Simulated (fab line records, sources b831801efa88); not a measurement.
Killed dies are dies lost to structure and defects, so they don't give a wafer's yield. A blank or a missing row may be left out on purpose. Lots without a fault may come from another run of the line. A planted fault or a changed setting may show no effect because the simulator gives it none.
A struck lot beside a sound one | flow sfq_line | 13 steps out of a route of 325
Sound: wafers L106.1, L106.3, L106.4. Struck: wafers L111.2, L111.4, L111.6. The cause comes at the end.
At each step with rows: each side's tool, then ch and its chambers, then its first start. Under that, the readings that differ: sound wafers | struck wafers | difference of the means | sigmas: that difference in standard deviations of wafers without a fault.
alike: readings whose means differ by less than 2 such deviations, and words and numbers that are the same on both sides. not compared: withheld readings, readings that some wafer has no value for, bounds like >300 that may hide the same value, and numbers for which the record gives no deviation and whose values overlap.
The two part at a step that has a row with sigmas, a row that says differs or no value, or rows on one side only. Numbers that don't overlap but have no deviation are shown without sigmas and don't part them. A reading that every wafer of one side lacks parts them only if that side has two wafers or more.

SFQ_I2_OVL_MEAS_918:
  sound on overlay-02, day 38 20:00; struck on overlay-02, day 40 03:13
  alike: I2_OVL
SFQ_TRILAYER_I2_VIA_BARC_OPEN_VIA_ETCH_096: etches BARC in O2, target depth 125 nm, time 41.7 s.
  sound on rie_diel-01 ch 0,1,2, day 38 20:02; struck on rie_diel-03 ch 1,3, day 40 03:14
  alike: drypump_motor_current_A, oes_product_au
  not compared: rf_hours_counter_h
SFQ_TRILAYER_I2_VIA_ETCH_VIA_ETCH_070: etches SiO2 in CHF3, stops on Nb, target depth 260 nm.
  sound on rie_diel-01 ch 0,1,2, day 38 20:05; struck on rie_diel-03 ch 1,3, day 40 03:17
  alike: drypump_motor_current_A, oes_product_au
SFQ_TRILAYER_I2_VIA_STRIP_STRIP_071: strips in O2.
  sound on rie_metal-01 ch 0,1, day 38 20:11; struck on rie_metal-01 ch 1, day 40 03:35
  alike: drypump_motor_current_A, he_backside_leak_sccm, oes_product_au
  not compared: rf_hours_counter_h
then, 2 steps without rows for these wafers: SFQ_TRILAYER_I2_VIA_STRIP_SOLV_CLEAN_072 (cleans in NMP, time 600 s); SFQ_TRILAYER_M3_DEP_PRE_CLEAN_074 (time 22.5 s).
SFQ_TRILAYER_M3_DEP_SPUTTER_073: material Nb, target thk 200 nm, time 133.3 s.
  sound on pvd_sputter-05, day 38 21:00; struck on pvd_sputter-03, day 40 04:48
  alike: chamber_pressure_pa, throttle_valve_pct
SFQ_M3_RS_MEAS_919: measures by four-point-probe.
  sound on film_metro-04, day 38 21:05; struck on film_metro-04, day 40 04:55
  alike: M3_NB_RS
then, 3 steps without rows for these wafers: SFQ_TRILAYER_M3_LITHO_COAT_080 (resist thk 62 nm); SFQ_TRILAYER_M3_LITHO_COAT_075 (resist thk 600 nm); SFQ_TRILAYER_M3_LITHO_SOFTBAKE_079.
SFQ_TRILAYER_M3_LITHO_EXPOSE_076: exposes mask M3, target cd 500 nm.
  sound on krf_scanner-01 ch 0, day 38 22:12; struck on krf_scanner-01, day 40 10:38
  no value came back on the struck wafers for exposure_dose_mJ_cm2, focus_offset_nm (nm), na, reticle_temp_C (C); on the sound wafers exposure_dose_mJ_cm2 reads 14.408 14.422 14.403
  alike: mask
then, 1 step without rows for these wafers: SFQ_TRILAYER_M3_LITHO_PEB_078 (peb time 60 s).

WHERE THEY PART
Only at SFQ_TRILAYER_M3_LITHO_EXPOSE_076, within this record.

WHY: what the simulator had put in
Skipped step whole: krf_scanner-01, from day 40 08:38 on, at SFQ_TRILAYER_M3_LITHO_EXPOSE_076. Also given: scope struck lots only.
